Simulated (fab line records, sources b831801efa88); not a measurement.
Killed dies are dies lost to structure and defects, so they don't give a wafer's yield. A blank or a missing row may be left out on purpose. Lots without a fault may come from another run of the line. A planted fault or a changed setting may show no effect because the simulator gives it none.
One fault seen from 2 desks | flow sky130 | each desk has only its own numbers; what lay behind them comes last

THE TOOL OWNER'S DESK: wet_bench-01
The tool's own readings at SKY_RES_PROTECT_CLEAN_09 (cleans in SC1/SC2, time 150 s): means of the sampled wafers that have a number, for each lot that ran on this tool. A lot is out of limits, marked OUT, if its mean lies more than 4 standard deviations from the usual mean; the brackets give that distance.
Columns: A = bath_guard_temp_C at SKY_RES_PROTECT_CLEAN_09, usual 70.3 C
lot  | first seen here | A
L590 | day 17 13:32    | 71.1
L595 | day 18 12:26    | 70.8
L600 | day 20 08:49    | 71.3
L606 | day 22 00:05    | 70.7
This desk's finding: nothing out of limits on any of the 4 lots.

THE METROLOGY DESK
What the gauges read, lot by lot, whatever tool the lot ran on: means of the sampled wafers that have a number. A lot is out of limits, marked OUT, if its mean lies more than 4 standard deviations from the usual mean; the brackets give that distance.
Columns: A = VIA2_W_RS at SKY_VIA2_RS_MEAS_22, usual 0.273 ohm/sq
lot  | first seen here | A
L587 | day 36 10:52    | 0.269
L588 | day 36 16:38    | 0.266
L591 | day 38 10:40    | 0.276
L590 | day 38 16:06    | 0.272
L589 | day 38 17:04    | 0.276
L592 | day 38 19:05    | 0.276
L595 | day 40 07:08    | 0.272
L597 | day 40 11:01    | 0.274
L599 | day 40 11:44    | 0.272
L600 | day 40 18:53    | 0.271
L606 | day 42 01:44    | 0.274
L608 | day 42 18:02    | 0.275
This desk's finding: nothing out of limits on any of the 12 lots.

PUT TOGETHER
The tool owner's desk saw nothing out of limits.
The metrology desk saw nothing out of limits.

WHAT THE SIMULATOR HAD PUT IN
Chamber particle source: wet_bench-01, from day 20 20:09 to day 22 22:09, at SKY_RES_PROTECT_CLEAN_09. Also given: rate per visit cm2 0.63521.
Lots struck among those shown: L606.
